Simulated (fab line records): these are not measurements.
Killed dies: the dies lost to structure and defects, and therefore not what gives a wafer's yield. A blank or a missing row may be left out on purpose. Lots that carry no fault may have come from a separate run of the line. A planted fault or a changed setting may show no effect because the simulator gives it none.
A struck lot beside a sound one ; flow sky130 ; 15 out of 708 route steps
Sound: these wafers, L896.1, L896.4, L896.6. Struck: wafer L893.6 (L893.1, L893.3, from the same lot, were not struck and are left out); the cause is given at the end.
At each step with rows: each side's tool, then ch and its chambers, then its first start. Under that, the readings that differ: sound wafers ; struck wafers ; difference of the means ; sigmas: that difference in standard deviations of wafers without a fault.
alike: readings whose means differ by less than 2 such deviations, and words and numbers that are the same on both sides. not compared: withheld readings, readings that some wafer has no value for, bounds like >300 that may hide the same value, and numbers for which the record gives no deviation and whose values overlap.
Wherever a step has rows on one side only, a row that says differs or no value, or a row with sigmas, the two part there. Numbers that have no deviation but don't overlap get no sigmas and don't part them. Lack of a reading on every wafer of one side parts them only where that side has two or more wafers.

SKY_SPACER_THK_MEAS_01:
  struck on film metro-01, day 29 09:56; sound on film metro-01, day 30 03:51
  alike: SPACER_CVD_00_THK
SKY_SPACER_ETCHBACK_02: etches Si3N4 in CH3F/O2, stops on SiO2, time 46.7 s, target depth 45 nm.
  sound on rie diel-03 ch 0,1,3, day 30 03:55; struck on rie diel-03 ch 1, day 29 10:00
reading;sound;struck;difference;sigmas
throttle valve pct (%);10.550 10.552 10.536;10.568;+0.022;+2
  alike: drypump motor current A, oes product au
  not compared: rf hours counter h
then, 8 steps without rows for these wafers: SKY_POLY_CUT_DEHYDRATE_00 (time 60 s); SKY_POLY_CUT_HMDS_01 (prime time 60 s); SKY_POLY_CUT_COAT_02 (resist thk 60 nm); SKY_POLY_CUT_COAT_03 (resist thk 450 nm); SKY_POLY_CUT_SOFTBAKE_04 (time 90 s); SKY_POLY_CUT_EXPOSE_05 (exposes mask NPCM, target cd 270 nm); SKY_POLY_CUT_PEB_06; SKY_POLY_CUT_DEVELOP_07 (develop time 60 s).
SKY_POLY_CUT_CD_MEAS_08: target cd 270 nm.
  struck on cd sem-02, day 30 12:40; sound on cd sem-01, day 31 07:36
  alike: cd nm
SKY_POLY_CUT_OVL_MEAS_09:
  struck on overlay-02, day 30 12:47; sound on overlay-01, day 31 07:43
reading;sound;struck;difference;sigmas
POLY_CUT_OVL (nm);9 0 -1;-11;-14;-3
SKY_POLY_CUT_ETCH_10: etches BARC in N2/H2, stops on SiO2, time 45.9 s, target depth 60 nm.
  sound on rie diel-02 ch 0,1,2, day 31 07:46; struck on rie diel-04 ch 2, day 30 12:49
reading;sound;struck;difference;sigmas
oes product au (a.u.);0.853 0.865 0.863;0.850;-0.010;-2
model.SiO2_of_SONOS_ONO_CVD_04.thk nm (nm);4.24 4.268 4.272;3.988;-0.272;
  alike: drypump motor current A, throttle valve pct
  not compared: rf hours counter h
SKY_POLY_CUT_ETCH_11: etches Si3N4 in CF4/CH2F2/Ar, stops on poly-Si, time 42.5 s, target depth 60 nm.
  sound on rie diel-02 ch 0,1,2, day 31 07:48; struck on rie diel-04 ch 2, day 30 12:52
  alike: cf4 flow sccm, drypump motor current A, oes product au, throttle valve pct
  not compared: rf hours counter h
following that, these wafers have no rows for 1 step: SKY_PAD_OPEN_PROBE_99.

== WHERE THEY PART ==
At SKY_SPACER_ETCHBACK_02 first; at SKY_POLY_CUT_ETCH_10 last (within this record only). Later steps at which nothing parts them and some readings are alike: SKY_POLY_CUT_ETCH_11.

WHY: what had been put in by the simulator
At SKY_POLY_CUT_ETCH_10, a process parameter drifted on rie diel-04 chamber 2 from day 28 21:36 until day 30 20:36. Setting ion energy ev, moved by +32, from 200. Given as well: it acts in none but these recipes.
